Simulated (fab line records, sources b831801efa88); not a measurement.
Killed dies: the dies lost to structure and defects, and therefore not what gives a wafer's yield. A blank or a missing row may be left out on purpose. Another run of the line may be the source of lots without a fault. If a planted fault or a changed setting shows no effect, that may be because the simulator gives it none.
8D (eight disciplines) problem report, filled in by code | flow gf180mcu | the parts of the form that need people (team, actions taken, sign-off) are left out

1. WHAT WENT WRONG
Wafers free of any fault read 559 (standard deviation 4.8) for LVPWELL_TW at GF_LVPWELL_TW_MEAS_11, against a mean of 618 on 9 wafers of 3 lots. That puts it +12 standard deviations away from the usual mean.
First seen on wafer L367.1, day 5 12:21, on film metro-01. Wafers with a number at this step in the record: 36, from 12 lots. By rule, "out" or "out of limits" means more than 4 standard deviations away from the usual mean. The rest of the wafers with a number are treated as sound.

2. WHAT THIS IS AND IS NOT
question                    | is                     | is not
which readings at this step | LVPWELL_TW             | -
which lots                  | L367, L368, L372       | L360, L361, L363, L365, L366, L370, L380, L382, L383
which wafers of those lots  | all that have a number | -
read on which gauges        | film metro-01          | film metro-02, film metro-04
when                        | from day 5 12:21       | up to then (15 sound wafers); but 12 sound wafers of L370, L380, L382, L383 came after

3. SUSPECTS, AND WHAT RULES EACH OUT
Counting: a tool stays on the suspect list if, at a process step up to the reading, it processed all lots that are out and no sound lot following the first of them.
- the gauge at GF_LVPWELL_TW_MEAS_11: ruled out. All the wafers that are out were read on film metro-01, but those of them that GF_LVPWELL_IMPLANT_08 has rows for are out there too, on other tools.
- plasma asher-02 at GF_STI_STRIP_15 (strips in O2/N2): ruled out as a lasting fault. Sound lots L370, L380, L382 ran on it after its first lot that is out, L367 (day 3 13:34).
- implanter-02 at GF_LVPWELL_IMPLANT_08: ruled out as a lasting fault. Sound lots L383 ran on it after its first lot that is out, L367 (day 5 11:57).
Left after counting: nothing in the record.

4. THE CAUSE (what the simulator had put in)
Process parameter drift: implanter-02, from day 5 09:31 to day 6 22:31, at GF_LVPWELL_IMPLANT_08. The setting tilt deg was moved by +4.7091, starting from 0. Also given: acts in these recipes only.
The count ruled it out by mistake, since the rule takes a fault to strike every lot its tool runs from the start of the fault on, and this one did not do so.

5. THE EFFECT CHAIN, in route order
Each row: a reading whose mean over the struck wafers that have a number lies more than 3 standard deviations from the usual. Readings are gone through only where the record gives a usual standard deviation; hours: the median, over the lots, of the time from a lot's start at the first step in this table giving one to that lot's start at this step; sigmas: the change measured in usual standard deviations.
hours | step                     | reading    | usual          | on struck wafers | change | sigmas
0     | GF_LVPWELL_IMPLANT_08    | tilt deg   | -0.001 degrees | 4.722            | +4.723 | +99 or more
0     | GF_LVPWELL_TW_MEAS_11    | LVPWELL_TW | 559            | 618              | +59    | +12
98    | GF_VT_IMPLANT_RS_MEAS_48 | LVPWELL_RS | 1196.5 ohm/sq  | 1402.8           | +206.3 | +76
Its process steps:
- GF_LVPWELL_IMPLANT_08
Later steps that measure or inspect, where all struck wafers having a row at the step show a number for every such reading and not one has moved that far: GF_POLY_GATE_THK_MEAS_01.

6. WHAT WOULD HAVE CAUGHT IT SOONER
In this record the first reading out of limits at a measuring or inspecting step was taken at day 5 12:21, 3 hours after the fault began at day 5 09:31.
The tool's own readings at GF_LVPWELL_IMPLANT_08 were out on every struck wafer that the step has a row for (tilt deg): an alarm limit on them would have fired on the first of those.
